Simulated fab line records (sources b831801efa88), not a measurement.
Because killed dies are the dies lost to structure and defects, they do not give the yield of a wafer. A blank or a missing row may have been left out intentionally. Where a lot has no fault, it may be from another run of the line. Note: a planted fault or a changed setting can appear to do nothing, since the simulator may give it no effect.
fab line records	flow gf180mcu
record lots=5	wafers=15	last_day=34
route steps=602 shown DNWELL@34 NWELL@42 LVPWELL@54 MVSD@66
lots untouched by any fault: they come from a run of this same line in which no faults occurred
start_h: start of the lot's first displayed wafer, in hours after the record's first day	wait_h: hours elapsed since this lot's preceding step	" repeats the value in the row above	L1.1+2: a row that stands for several wafers	- either no value or no given start	* or withheld: withheld	< > ~ a bound
route shown NAME@n: NAME is a module with steps in the file, n the number in the route of the first one	usual: mean/standard deviation of fault-free wafers	same: alike in all rows	chamber/n: place in a boat	sites: each site's reading	_std_site: the standard deviation of these	_edge_site: mean of outer sites minus mean of inner sites	radius_mm: for every site, how far away it sits from the centre of the wafer	mask NAME#n: copy n	behind: the tool/chamber that last shaped the wafer	hold: why the lot went on hold/how many hours it stayed there/how the hold came to an end	device: the transistor (n, p or np) that didn't switch	end of line: at the end of the route, the tests of the same wafers	where a step has no rows: the recipe by itself	killed: count of dies lost to structure and defects at first sort (not the wafer's yield)	map: a wafer's dies, x killed, . not, _ none there
set.NAME: the setting as run; set.NAME@STEP: as run at that earlier step	model.NAME: the simulator's own value behind a step, which no gauge read
lots at some steps of the route; a table a step, a row a wafer
services: when a tool's chamber went out of use (start_h, in hours from the record's first day, below 0 if earlier), for how many hours, and the reason
## steps
# step GF_DNWELL_COAT_02
# recipe spin_rpm=2000	resist_thk_nm=3000
# step GF_DNWELL_SOFTBAKE_03
# recipe temp_c=110	time_s=withheld
# step GF_DNWELL_EXPOSE_04
# recipe mask_id=DNWELL	target_cd_nm=1700	na=0.6	source_shape=conventional	sigma_outer=0.6	dose_mj=260
# step GF_DNWELL_PEB_05
# recipe temp_c=115	time_s=withheld
# step GF_DNWELL_DEVELOP_06
# recipe wall_angle_deg=90	develop_time_s=60	dev_temp_c=23
# step GF_DNWELL_IMPLANT_07
# recipe species=P	energy_kev=1500	dose_cm2=1e+13	tilt_deg=0
# step GF_DNWELL_STRIP_08
# recipe chemistry=O2/N2	power_w=1400	pressure_mtorr=1500	platen_temp_c=250	o2_flow_sccm=3000	n2_flow_sccm=300	overash_fraction=0.5
# usual drypump_motor_current_A=5.3/0.42	heater_power_w=348/24	oes_product_au=0.723/0.0041	strip_time_to_endpoint_s=36.97/0.093
lot.wafer	tool	chamber	start_h	wait_h	drypump_motor_current_A	heater_power_w	oes_product_au	rf_hours_counter_h	strip_time_to_endpoint_s
L227.1	plasma_asher-02	1	69.83	0.1	5.1	312	0.725	40	36.87
L227.2	"	0	"	"	5.6	345	0.731	40	36.84
L227.3	"	0	"	"	5.6	336	0.731	-	36.94
L231.2	plasma_asher-03	1	95.99	0.1	5.1	385	0.721	41	36.85
L231.5	"	0	"	"	5.0	333	0.726	-	36.81
L231.6	"	1	"	"	5.0	382	0.725	-	36.94
L235.1	plasma_asher-02	0	112.83	0.1	5.6	341	0.727	45	37.03
L235.3	"	1	"	"	5.1	320	0.720	-	36.90
L235.4	"	0	"	"	5.6	340	0.725	-	36.89
L238.1	plasma_asher-03	0	129.49	0.1	5.1	332	0.726	45	36.97
L238.2	"	1	"	"	5.1	393	0.720	45	36.95
L238.5	"	0	"	"	5.0	338	0.728	-	37.09
L244.1	plasma_asher-03	0	161.19	0.1	5.0	342	0.727	48	37.02
L244.4	"	1	"	"	5.1	391	0.724	-	37.06
L244.6	"	0	"	"	5.0	334	0.726	-	37.03
# step GF_DNWELL_TW_MEAS_09
# usual DNWELL_TW=1344/11
lot.wafer	tool	chamber	start_h	wait_h	DNWELL_TW
L227.1	film_metro-02	-	69.93	0.1	1347
L227.2	"	-	"	"	1340
L227.3	"	-	"	"	1352
L231.2	film_metro-01	-	96.15	0.1	1366
L231.5	"	-	"	"	1363
L231.6	"	-	"	"	1362
L235.1	film_metro-02	-	112.93	0.1	1344
L235.3	"	-	"	"	1339
L235.4	"	-	"	"	1333
L238.1	film_metro-04	-	129.59	0.1	1335
L238.2	"	-	"	"	1328
L238.5	"	-	"	"	1335
L244.1	film_metro-04	-	161.29	0.1	1328
L244.4	"	-	"	"	1322
L244.6	"	-	"	"	1326
# step GF_NWELL_DEHYDRATE_00
# recipe temp_c=200	time_s=60
# step GF_NWELL_HMDS_01
# recipe prime_time_s=60	prime_temp_c=120
# step GF_NWELL_COAT_02
# recipe spin_rpm=2000	resist_thk_nm=3000
# step GF_NWELL_SOFTBAKE_03
# recipe temp_c=110	time_s=withheld
# step GF_NWELL_EXPOSE_04
# recipe mask_id=Nwell	target_cd_nm=860	na=0.6	source_shape=conventional	sigma_outer=0.6	dose_mj=260
# usual stage_vel_mm_s=499.97/0.25
# same sigma_outer=0.6
lot.wafer	tool	chamber	start_h	wait_h	mask	stage_vel_mm_s
L227.1	iline_stepper-02	0	76.48	-	Nwell#0	500.26
L227.2	"	0	"	"	Nwell#0	499.87
L227.3	"	0	"	"	Nwell#0	500.15
L231.2	iline_stepper-01	0	103.29	-	Nwell#0	499.68
L231.5	"	0	"	"	Nwell#0	499.61
L231.6	"	0	"	"	Nwell#0	499.59
L235.1	iline_stepper-01	0	120.41	-	LVPWELL#0	499.96
L235.3	"	0	"	"	LVPWELL#0	500.04
L235.4	"	0	"	"	LVPWELL#0	499.88
L238.1	iline_stepper-02	0	136.93	-	Nwell#0	499.68
L238.2	"	0	"	"	Nwell#0	500.00
L238.5	"	0	"	"	Nwell#0	499.77
L244.1	iline_stepper-02	0	169.63	-	Nwell#0	499.76
L244.4	"	0	"	"	Nwell#0	499.79
L244.6	"	0	"	"	Nwell#0	499.59
# step GF_NWELL_PEB_05
# recipe temp_c=115	time_s=withheld
# step GF_NWELL_DEVELOP_06
# recipe wall_angle_deg=90	develop_time_s=60	dev_temp_c=23
# step GF_NWELL_OVL_MEAS_07
# usual NWELL_OVL=-0.2/1.2
lot.wafer	tool	chamber	start_h	wait_h	NWELL_OVL[nm]
L227.1	overlay-01	-	82.43	-	-2.5
L227.2	"	-	"	"	-0.9
L227.3	"	-	"	"	-0.9
L231.2	overlay-01	-	110.35	-	-0.7
L231.5	"	-	"	"	0.1
L231.6	"	-	"	"	1.6
L235.1	overlay-02	-	128.44	-	-
L235.3	"	-	"	"	-
L235.4	"	-	"	"	-
L238.1	overlay-01	-	144.73	-	-2.1
L238.2	"	-	"	"	-1.6
L238.5	"	-	"	"	-1.3
L244.1	overlay-02	-	177.49	-	0.2
L244.4	"	-	"	"	0.3
L244.6	"	-	"	"	-0.2
# step GF_NWELL_IMPLANT_08
# recipe species=P	energy_kev=450	dose_cm2=1.5e+13	tilt_deg=0
# step GF_NWELL_IMPLANT_09
# recipe species=P	energy_kev=160	dose_cm2=4e+12	tilt_deg=0
# step GF_NWELL_STRIP_10
# recipe chemistry=O2/N2	power_w=1400	pressure_mtorr=1500	platen_temp_c=250	o2_flow_sccm=3000	n2_flow_sccm=300	overash_fraction=0.5
# usual drypump_motor_current_A=5.5/0.57	heater_power_w=325/24	oes_product_au=0.723/0.0048	strip_time_to_endpoint_s=36.98/0.11
lot.wafer	tool	chamber	start_h	wait_h	drypump_motor_current_A	heater_power_w	oes_product_au	rf_hours_counter_h	strip_time_to_endpoint_s
L227.1	plasma_asher-02	0	82.77	0.1	5.6	335	0.723	41	36.87
L227.2	"	1	"	"	5.1	312	0.719	41	37.05
L227.3	"	0	"	"	5.7	338	0.729	-	37.09
L231.2	plasma_asher-02	0	110.68	0.1	5.7	336	0.728	44	36.93
L231.5	"	0	"	"	5.6	338	0.713	-	37.08
L231.6	"	1	"	"	5.2	307	0.725	-	37.13
L235.1	plasma_asher-02	1	128.78	0.1	5.1	316	0.721	46	37.05
L235.3	"	0	"	"	5.7	336	0.723	-	37.01
L235.4	"	1	"	"	5.1	322	0.724	-	37.00
L238.1	plasma_asher-02	0	145.07	0.1	5.6	353	0.720	48	37.03
L238.2	"	1	"	"	5.1	308	0.722	48	36.92
L238.5	"	0	"	"	5.6	342	0.723	-	37.08
L244.1	plasma_asher-01	0	177.83	0.1	4.9	334	0.736	7	37.16
L244.4	"	0	"	"	4.9	340	0.719	-	37.07
L244.6	"	1	"	"	6.1	350	0.720	-	37.14
# step GF_NWELL_TW_MEAS_11
# usual NWELL_TW=1561/13
lot.wafer	tool	chamber	start_h	wait_h	NWELL_TW
L227.1	film_metro-04	-	82.87	0.1	1552
L227.2	"	-	"	"	1543
L227.3	"	-	"	"	1543
L231.2	film_metro-04	-	110.79	0.1	1544
L231.5	"	-	"	"	1547
L231.6	"	-	"	"	1544
L235.1	film_metro-02	-	128.88	0.1	30
L235.3	"	-	"	"	30
L235.4	"	-	"	"	30
L238.1	film_metro-04	-	145.17	0.1	1547
L238.2	"	-	"	"	1544
L238.5	"	-	"	"	1540
L244.1	film_metro-04	-	177.93	0.1	1557
L244.4	"	-	"	"	1553
L244.6	"	-	"	"	1554
# step GF_LVPWELL_DEHYDRATE_00
# recipe temp_c=200	time_s=60
# step GF_LVPWELL_HMDS_01
# recipe prime_time_s=60	prime_temp_c=120
# step GF_LVPWELL_COAT_02
# recipe spin_rpm=2000	resist_thk_nm=3000
# step GF_LVPWELL_SOFTBAKE_03
# recipe temp_c=110	time_s=withheld
# step GF_LVPWELL_EXPOSE_04
# recipe mask_id=LVPWELL	target_cd_nm=600	na=0.6	source_shape=conventional	sigma_outer=0.6	dose_mj=260
# step GF_LVPWELL_PEB_05
# recipe temp_c=115	time_s=withheld
# step GF_LVPWELL_DEVELOP_06
# recipe wall_angle_deg=90	develop_time_s=60	dev_temp_c=23
# step GF_LVPWELL_OVL_MEAS_07
# usual LVPWELL_OVL=-0.5/1.4
lot.wafer	tool	chamber	start_h	wait_h	LVPWELL_OVL[nm]
L227.1	overlay-01	-	95.95	-	-3.5
L227.2	"	-	"	"	-1.0
L227.3	"	-	"	"	-2.5
L231.2	overlay-02	-	125.75	-	-1.8
L231.5	"	-	"	"	-3.9
L231.6	"	-	"	"	-0.3
L235.1	overlay-02	-	144.24	-	-1.2
L235.3	"	-	"	"	0.6
L235.4	"	-	"	"	1.1
L238.1	overlay-02	-	160.14	-	-0.8
L238.2	"	-	"	"	-0.6
L238.5	"	-	"	"	-1.7
L244.1	overlay-01	-	193.79	-	-1.8
L244.4	"	-	"	"	-2.0
L244.6	"	-	"	"	-2.3
# step GF_LVPWELL_IMPLANT_08
# recipe species=B	energy_kev=170	dose_cm2=1.5e+13	tilt_deg=0
# step GF_LVPWELL_IMPLANT_09
# recipe species=B	energy_kev=60	dose_cm2=5e+12	tilt_deg=0
# step GF_LVPWELL_STRIP_10
# recipe chemistry=O2/N2	power_w=1400	pressure_mtorr=1500	platen_temp_c=250	o2_flow_sccm=3000	n2_flow_sccm=300	overash_fraction=0.5
# usual drypump_motor_current_A=5.4/0.59	heater_power_w=329/33	oes_product_au=0.722/0.0041	strip_time_to_endpoint_s=36.94/0.096
lot.wafer	tool	chamber	start_h	wait_h	drypump_motor_current_A	heater_power_w	oes_product_au	rf_hours_counter_h	strip_time_to_endpoint_s
L227.1	plasma_asher-04	0	96.28	0.1	5.0	283	0.727	30	36.94
L227.2	"	1	"	"	6.5	333	0.721	30	37.00
L227.3	"	0	"	"	5.0	279	0.726	-	36.97
L231.2	plasma_asher-04	0	126.08	0.1	5.0	282	0.722	33	36.80
L231.5	"	0	"	"	5.0	277	0.716	-	36.77
L231.6	"	1	"	"	6.5	331	0.726	-	36.73
L235.1	plasma_asher-04	0	144.58	0.1	5.0	273	0.723	35	36.90
L235.3	"	0	"	"	5.0	281	0.729	-	36.95
L235.4	"	1	"	"	6.5	331	0.721	-	36.82
L238.1	plasma_asher-03	1	160.48	0.1	5.1	397	0.718	48	36.95
L238.2	"	0	"	"	5.0	329	0.720	48	37.00
L238.5	"	0	"	"	5.0	330	0.729	-	37.07
L244.1	plasma_asher-03	1	194.13	0.1	5.1	381	0.717	52	36.98
L244.4	"	1	"	"	5.1	394	0.721	-	37.07
L244.6	"	1	"	"	5.1	389	0.720	-	36.96
# step GF_LVPWELL_TW_MEAS_11
# usual LVPWELL_TW=556/4.8
lot.wafer	tool	chamber	start_h	wait_h	LVPWELL_TW
L227.1	film_metro-04	-	96.38	0.1	551
L227.2	"	-	"	"	544
L227.3	"	-	"	"	551
L231.2	film_metro-04	-	126.19	0.1	550
L231.5	"	-	"	"	552
L231.6	"	-	"	"	549
L235.1	film_metro-02	-	144.68	0.1	1594
L235.3	"	-	"	"	1583
L235.4	"	-	"	"	1592
L238.1	film_metro-03	-	160.58	0.1	562
L238.2	"	-	"	"	562
L238.5	"	-	"	"	557
L244.1	film_metro-03	-	194.23	0.1	560
L244.4	"	-	"	"	565
L244.6	"	-	"	"	563
# step GF_MVSD_DEHYDRATE_00
# recipe temp_c=200	time_s=60
## services
tool	chamber	start_h	hours	kind
plasma_asher-02	-	59.13	1.0	repair
plasma_asher-02	-	63.88	5.8	repair
iline_stepper-01	-	71.46	7.6	repair
iline_stepper-02	-	90.29	1.7	pm
plasma_asher-01	-	108.75	9.0	pm
plasma_asher-01	0	108.75	9.0	vent_cycle
plasma_asher-01	1	108.75	9.0	vent_cycle
plasma_asher-01	0	117.75	-	clean
plasma_asher-01	1	117.75	-	clean
plasma_asher-02	-	130.61	0.7	repair
iline_stepper-02	0	132.62	-	calibration
plasma_asher-02	-	152.37	9.0	repair
plasma_asher-02	-	161.41	4.3	pm
iline_stepper-01	-	170.70	13.7	repair
plasma_asher-04	-	191.49	2.8	pm
## key
first_sign step=GF_NWELL_EXPOSE_04	reading=mask	direction=changed
effect step=GF_NWELL_OVL_MEAS_07	reading=NWELL_OVL	direction=missing
effect step=GF_NWELL_TW_MEAS_11	reading=NWELL_TW	direction=down	sigmas=99+	usual=1561	struck=30
effect step=GF_LVPWELL_TW_MEAS_11	reading=LVPWELL_TW	direction=up	sigmas=99+	usual=556	struck=1590
met_at GF_NWELL_EXPOSE_04
struck_wafers L235.1,L235.3,L235.4
sort_left_out L235.1,L235.3,L235.4
tester_left_out L235
onset_between 103.29 120.41
fault kind=wrong_mask	tool=any	chamber=-	onset_h=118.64	steps=GF_NWELL_EXPOSE_04	aux_copy=LVPWELL#0	scope=struck_lots_only
# tester_left_out: of these lots the tester's yield and bins aren't shown, on N5 and GAA mostly nor the transistor test; their killed dies are dies lost to structure and defects alone, not to doping, threshold or leakage, so they don't give the yield
# sort_left_out: the simulated sort isn't trusted on such a fault, so these wafers' sort isn't shown, and their yield isn't known
